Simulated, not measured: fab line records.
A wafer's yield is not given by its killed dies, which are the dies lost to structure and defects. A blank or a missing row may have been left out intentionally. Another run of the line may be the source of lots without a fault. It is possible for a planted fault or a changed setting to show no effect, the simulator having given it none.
Which tool is to blame?    flow gf180mcu    33 wafers from 11 lots sampled at 6 of the route's 602 steps

== WHAT THE GAUGES READ, wafer by wafer ==
GF_V5_THK_MEAS_25: measures by xrf. Usual: V5_W_THK gives 366 nm (standard deviation 5.1).
lot   measured      on             V5_W_THK (nm)  flag
L506  day 27 14:19  film metro-02  356 363 362    
L508  day 28 03:32  film metro-04  366 365 366    
L509  day 28 12:09  film metro-04  360 364 372    
L514  day 29 22:30  film metro-03  371 363 373    
L515  day 30 04:38  film metro-04  362 364 360    
L520  day 31 14:19  film metro-02  368 359 359    
L521  day 31 16:44  film metro-03  370 365 371    
L522  day 31 22:53  film metro-04  368 365 369    
L523  day 32 06:59  film metro-04  369 355 357    
L526  day 32 22:14  film metro-02  363 357 363    
L529  day 33 14:26  film metro-03  367 368 372    

GF_PASSIVATION_THK_MEAS_03. Usual: PASSIVATION_CVD_02_THK gives 697 nm (standard deviation 8.5).
lot   measured      on             PASSIVATION_CVD_02_THK (nm)  flag
L506  day 28 12:55  film metro-04  695 684 705                  
L508  day 29 01:00  film metro-04  685 687 693                  
L509  day 29 08:35  film metro-03  693 698 701                  
L514  day 30 19:15  film metro-04  578 590 588                  OFF
L515  day 31 00:52  film metro-04  579 591 581                  OFF
L520  day 32 09:19  film metro-04  685 710 704                  
L521  day 32 10:57  film metro-03  692 711 718                  
L522  day 32 17:13  film metro-01  685 696 709                  
L523  day 33 01:28  film metro-03  682 692 698                  
L526  day 33 15:56  film metro-01  700 705 698                  
L529  day 34 07:37  film metro-03  682 685 692                  

GF_PASSIVATION_BOW_MEAS_14. Usual: PASSIVATION_BOW gives 133 um (standard deviation 11).
lot   measured      on             PASSIVATION_BOW (um)  flag
L506  day 29 10:50  film metro-04  123 121 114           
L508  day 29 21:52  film metro-01  133 117 120           
L509  day 30 05:34  film metro-04  138 136 134           
L514  day 31 14:06  film metro-03  126 132 126           
L515  day 31 19:48  film metro-03  124 138 104           
L520  day 33 03:56  film metro-01  148 153 129           
L521  day 33 05:19  film metro-01  142 137 131           
L522  day 33 11:19  film metro-03  128 128 118           
L523  day 33 18:37  film metro-04  127 138 141           
L526  day 34 08:55  film metro-04  138 130 138           
L529  day 34 23:53  film metro-03  135 130 129           

== TOOL THAT RAN EACH LOT (tool first, then ch and the chambers of the sampled wafers, then the start) ==
lot   GF_V5_CMP_26                   GF_PASSIVATION_CVD_02            GF_PASSIVATION_ETCH_11
L506  cmp-01 ch 2,3, day 27 14:22    pecvd-04 ch 1,2, day 28 12:37    rie diel-03 ch 1,3, day 29 08:28
L508  cmp-01 ch 0,1, day 28 03:36    pecvd-04 ch 0,1, day 29 00:43    rie diel-03 ch 0,1,3, day 29 19:58
L509  cmp-01 ch 2,3, day 28 12:12    pecvd-04 ch 0,2, day 29 08:17    rie diel-02 ch 1,2,3, day 30 03:42
L514  cmp-02 ch 0,1,2, day 29 22:38  pecvd-02 ch 1,2, day 30 18:56    rie diel-04 ch 2,3, day 31 12:13
L515  cmp-01 ch 0,2,3, day 30 04:46  pecvd-02 ch 0,1,2, day 31 00:35  rie diel-02 ch 0,1,3, day 31 17:58
L520  cmp-01 ch 0,1,3, day 31 14:27  pecvd-03 ch 0,1,2, day 32 09:00  rie diel-02 ch 2,3, day 33 02:04
L521  cmp-01 ch 2,3, day 31 16:47    pecvd-04 ch 0,2, day 32 10:40    rie diel-03 ch 0,1, day 33 03:28
L522  cmp-01 ch 1,2,3, day 31 23:00  pecvd-04 ch 1,2, day 32 16:55    rie diel-02 ch 0,2, day 33 09:28
L523  cmp-01 ch 0,2, day 32 07:02    pecvd-04 ch 0,1,2, day 33 01:11  rie diel-03 ch 1,2, day 33 16:46
L526  cmp-02 ch 2,3, day 32 22:16    pecvd-04 ch 0,1,2, day 33 15:45  rie diel-04 ch 0,1,2, day 34 07:01
L529  cmp-02 ch 0,2,3, day 33 14:36  pecvd-04 ch 0,1, day 34 07:20    rie diel-04 ch 0,3, day 34 22:04
- GF_V5_CMP_26: polishes, stops on SiO2, t overpolish 15 s, target thk 0 nm.
- GF_PASSIVATION_CVD_02: deposits Si3N4, target thk 700 nm, time 486.18 s.
- GF_PASSIVATION_ETCH_11: etches the open film in CF4/O2, stops on TiN, target depth 1800 nm, time 407.7 s.

== WHAT THE TOOLS THEMSELVES READ (means of the sampled wafers that have a number; where no wafer has one, the mark that the record gives instead) ==
GF_V5_CMP_26. Usual: motor current A 11.2 A, standard deviation 0.84; overpolish run s 15.000 s, standard deviation 0.0087; time to endpoint s 84 s, standard deviation 3.5.
lot   tool    motor current A (A)  overpolish run s (s)  time to endpoint s (s)  flag
L506  cmp-01  12.1                 15.006                86                      
L508  cmp-01  10.8                 14.997                81                      
L509  cmp-01  12.0                 14.999                87                      
L514  cmp-02  10.9                 14.993                89                      
L515  cmp-01  11.3                 14.988                85                      
L520  cmp-01  10.6                 14.997                84                      
L521  cmp-01  12.2                 15.002                87                      
L522  cmp-01  11.8                 15.007                85                      
L523  cmp-01  11.1                 14.994                83                      
L526  cmp-02  11.1                 15.000                84                      
L529  cmp-02  10.4                 15.002                84                      

GF_PASSIVATION_CVD_02. Usual: heater power w at 739 W, with a standard deviation of 95.
lot   tool      heater power w (W)  flag
L506  pecvd-04  648                 
L508  pecvd-04  795                 
L509  pecvd-04  652                 
L514  pecvd-02  804                 
L515  pecvd-02  795                 
L520  pecvd-03  673                 
L521  pecvd-04  674                 
L522  pecvd-04  647                 
L523  pecvd-04  713                 
L526  pecvd-04  739                 
L529  pecvd-04  795                 

GF_PASSIVATION_ETCH_11. Usual: cf4 flow sccm 80.01 sccm, standard deviation 0.24; drypump motor current A 5.7 A, standard deviation 0.51; oes product au 0.961 a.u., standard deviation 0.0069; throttle valve pct 5.960 %, standard deviation 0.0092.
lot   tool         cf4 flow sccm (sccm)  drypump motor current A (A)  oes product au (a.u.)  throttle valve pct (%)  flag
L506  rie diel-03  80.15                 5.3                          0.958                  5.961                   
L508  rie diel-03  79.66                 5.5                          0.957                  5.961                   
L509  rie diel-02  80.17                 5.9                          0.961                  5.966                   
L514  rie diel-04  79.67                 5.6                          0.915                  5.951                   OFF
L515  rie diel-02  80.10                 5.7                          0.925                  5.952                   OFF
L520  rie diel-02  79.86                 6.1                          0.960                  5.968                   
L521  rie diel-03  80.00                 5.6                          0.967                  5.954                   
L522  rie diel-02  80.19                 6.2                          0.967                  5.956                   
L523  rie diel-03  80.11                 5.8                          0.963                  5.964                   
L526  rie diel-04  79.94                 5.4                          0.968                  5.956                   
L529  rie diel-04  80.03                 5.0                          0.960                  5.958                   

== THE ANSWER, worked out from the rows above alone ==
Rule: take the mean of a lot's wafers that have a number; if it is more than 3 standard deviations from the usual mean, the lot is off. Also off: a lot with no number at a reading for which 4 or more lots have one. Where the step has rows for the other lots, those lots are counted as sound. The gauges are gone through in route order, then the tools' own readings, and for those a lot's mean is taken as printed above. The first step at which some lot is off is used, and at that step the reading that is off furthest; a lot without a number counts as furthest.
Off: L514, L515, seen at GF_PASSIVATION_THK_MEAS_03 (PASSIVATION_CVD_02_THK).
If a tool, at a process step before that reading, ran all the lots that are off and no sound lot after the first of them, it fits. Not tried: the gauges at GF_PASSIVATION_THK_MEAS_03; whatever is off there is also off at GF_PASSIVATION_ETCH_11, on other tools, and gauge error can't account for it. One candidate fits, namely pecvd-02 at GF_PASSIVATION_CVD_02. It ran no sound lot before its first lot that is off in this sample, so the start can't be narrowed down.

== WHAT THE SIMULATOR HAD INSERTED ==
Site profile drift: pecvd-02, from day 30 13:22 on, at GF_PASSIVATION_CVD_02. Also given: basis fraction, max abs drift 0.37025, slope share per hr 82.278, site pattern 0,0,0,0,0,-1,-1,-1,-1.
Struck lots among those shown: L514, L515. The rule above found the same.
